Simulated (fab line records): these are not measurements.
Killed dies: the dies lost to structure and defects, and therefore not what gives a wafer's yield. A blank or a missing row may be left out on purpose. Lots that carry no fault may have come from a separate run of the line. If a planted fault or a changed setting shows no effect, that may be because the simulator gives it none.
Struck lot and sound lot, side by side | flow sky130 | 20 out of 708 route steps
Sound: the wafers L330.1, L330.3, L330.6. Struck: wafers L320.3, L320.4, L320.5. The cause comes at the end.
At each step with rows: each side's tool, then ch and its chambers, then its first start. Under that, the readings that differ: sound wafers | struck wafers | difference of the means | sigmas: that difference in standard deviations of wafers without a fault.
alike: a reading whose means differ by less than 2 such deviations, as well as words and numbers matching on both sides. not compared: withheld readings; readings where some wafer has no value; bounds like >300 that might hide an equal value; numbers whose values overlap and for which the record gives no deviation.
The two part at a step that has a row with sigmas, a row that says differs or no value, or rows on one side only. Numbers that don't overlap but have no deviation are shown without sigmas and don't part them. A reading that every wafer of one side lacks parts them only if that side has two wafers or more.

first, 1 step without rows for these wafers: SKY_POLY_GATE_CVD_03 (deposits Si3N4 from DCS/NH3, target thk 75 nm, time 1290 s).
SKY_POLY_GATE_THK_MEAS_04:
  sound: film_metro-04 at day 20 10:04; struck: film_metro-02 at day 16 14:55
  alike: POLY_GATE_CVD_03_THK
then, 8 steps without rows for these wafers: SKY_POLY_GATE_DEHYDRATE_05 (time 60 s); SKY_POLY_GATE_HMDS_06 (prime time 60 s); SKY_POLY_GATE_COAT_07 (resist thk 110 nm); SKY_POLY_GATE_COAT_08 (resist thk 450 nm); SKY_POLY_GATE_SOFTBAKE_09 (time 90 s); SKY_POLY_GATE_EXPOSE_10 (exposes mask P1M, target cd 150 nm); SKY_POLY_GATE_PEB_11; SKY_POLY_GATE_DEVELOP_12 (develop time 60 s).
SKY_POLY_GATE_CD_MEAS_13 targets a cd of 150 nm.
  sound: cd_sem-02 at day 21 16:52; struck: cd_sem-02 at day 17 20:25
  alike: cd_nm
SKY_POLY_GATE_OVL_MEAS_14:
  sound: overlay-01 at day 21 16:59; struck: overlay-02 at day 17 20:30
  reading            | sound  | struck    | difference | sigmas
  POLY_GATE_OVL (nm) | 6 0 -1 | -11 -4 -7 | -9         | -2
SKY_POLY_GATE_ETCH_15: etches BARC in N2/H2, stops on SiO2, time 118.5 s, target depth 110 nm.
  sound on rie_diel-03 ch 0,2,3, day 21 17:01; struck on rie_diel-03 ch 1,2,3, day 17 20:31
  no value came back on the struck wafers for any of 6 readings (bias_w (W), chamber_pressure_mTorr (mTorr) and others); on the sound wafers bias_w (W) reads 100.0 100.1 99.6
  reading                                          | sound             | struck            | difference | sigmas
  model.KrF-thick_of_POLY_GATE_COAT_08.thk_nm (nm) | 349.7 347.9 347.4 | 437.7 438.4 436.7 | +89.3      |
  not compared: rf_hours_counter_h
SKY_POLY_GATE_ETCH_16: etches Si3N4 in CH3F/O2, stops on poly-Si, time 147.5 s, target depth 75 nm.
  sound on rie_diel-03 ch 0,2,3, day 21 17:06; struck on rie_diel-03 ch 1,2,3, day 17 20:36
  reading                | sound                | struck               | difference | sigmas
  oes_product_au (a.u.)  | 0.640 0.637 0.637    | 0.375 0.376 0.374    | -0.263     | -51
  throttle_valve_pct (%) | 10.528 10.525 10.535 | 10.503 10.499 10.494 | -0.031     | -3
  alike: O2_flow_sccm, bias_w, ch3f_flow_sccm, drypump_motor_current_A
  not compared: rf_hours_counter_h
SKY_POLY_GATE_ETCH_17: etches poly-Si in HBr/Cl2, stops on SiO2, target depth 180 nm, time 70.5 s.
  sound on rie_si-01 ch 0,2,3, day 21 17:11; struck on rie_si-02 ch 0,1, day 17 20:42
  reading                                          | sound                | struck               | difference | sigmas
  oes_product_au (a.u.)                            | 0.979 0.979 0.985    | 0.268 0.276 0.277    | -0.707     | -99 or more
  throttle_valve_pct (%)                           | 33.677 33.677 33.673 | 33.694 33.687 33.709 | +0.021     | +2
  model.KrF-thick_of_POLY_GATE_COAT_08.thk_nm (nm) | 147.4 141.7 141.4    | 235.1 237.2 232.4    | +91.4      |
  alike: HBr_flow_sccm, bias_w, drypump_motor_current_A, mfc_cl2_sccm
  not compared: rf_hours_counter_h
SKY_POLY_GATE_STRIP_18: strips in O2/N2.
  sound on plasma_asher-04 ch 0,1, day 21 17:15; struck on plasma_asher-04 ch 0,1, day 17 20:47
  reading                      | sound             | struck            | difference | sigmas
  oes_product_au (a.u.)        | 0.366 0.360 0.360 | 0.404 0.399 0.395 | +0.037     | +8
  strip_time_to_endpoint_s (s) | 3.26 3.18 3.18    | 4.19 4.23 4.15    | +0.98      | +27
  alike: drypump_motor_current_A
  not compared: rf_hours_counter_h
then, 2 steps without rows for these wafers: SKY_POLY_GATE_CLEAN_19 (cleans in SC1/SC2, time 150 s); SKY_POLY_GATE_OXIDATION_20 (stabilise 600 s, purge 300 s, target thk 4 nm).
SKY_POLY_GATE_CD_MEAS_22:
  sound: cd_sem-01 at day 21 18:43; struck: cd_sem-01 at day 17 22:29
  reading    | sound             | struck | difference                    | sigmas
  cd_nm (nm) | 149.3 148.2 148.5 | - - -  | no value on the struck wafers |
then, 1 step without rows for these wafers: SKY_LDD_N_DEHYDRATE_00 (time 60 s).

== WHERE THEY PART ==
At SKY_POLY_GATE_OVL_MEAS_14 first; at SKY_POLY_GATE_CD_MEAS_22 last (within this record only).

WHY: the cause the simulator had injected
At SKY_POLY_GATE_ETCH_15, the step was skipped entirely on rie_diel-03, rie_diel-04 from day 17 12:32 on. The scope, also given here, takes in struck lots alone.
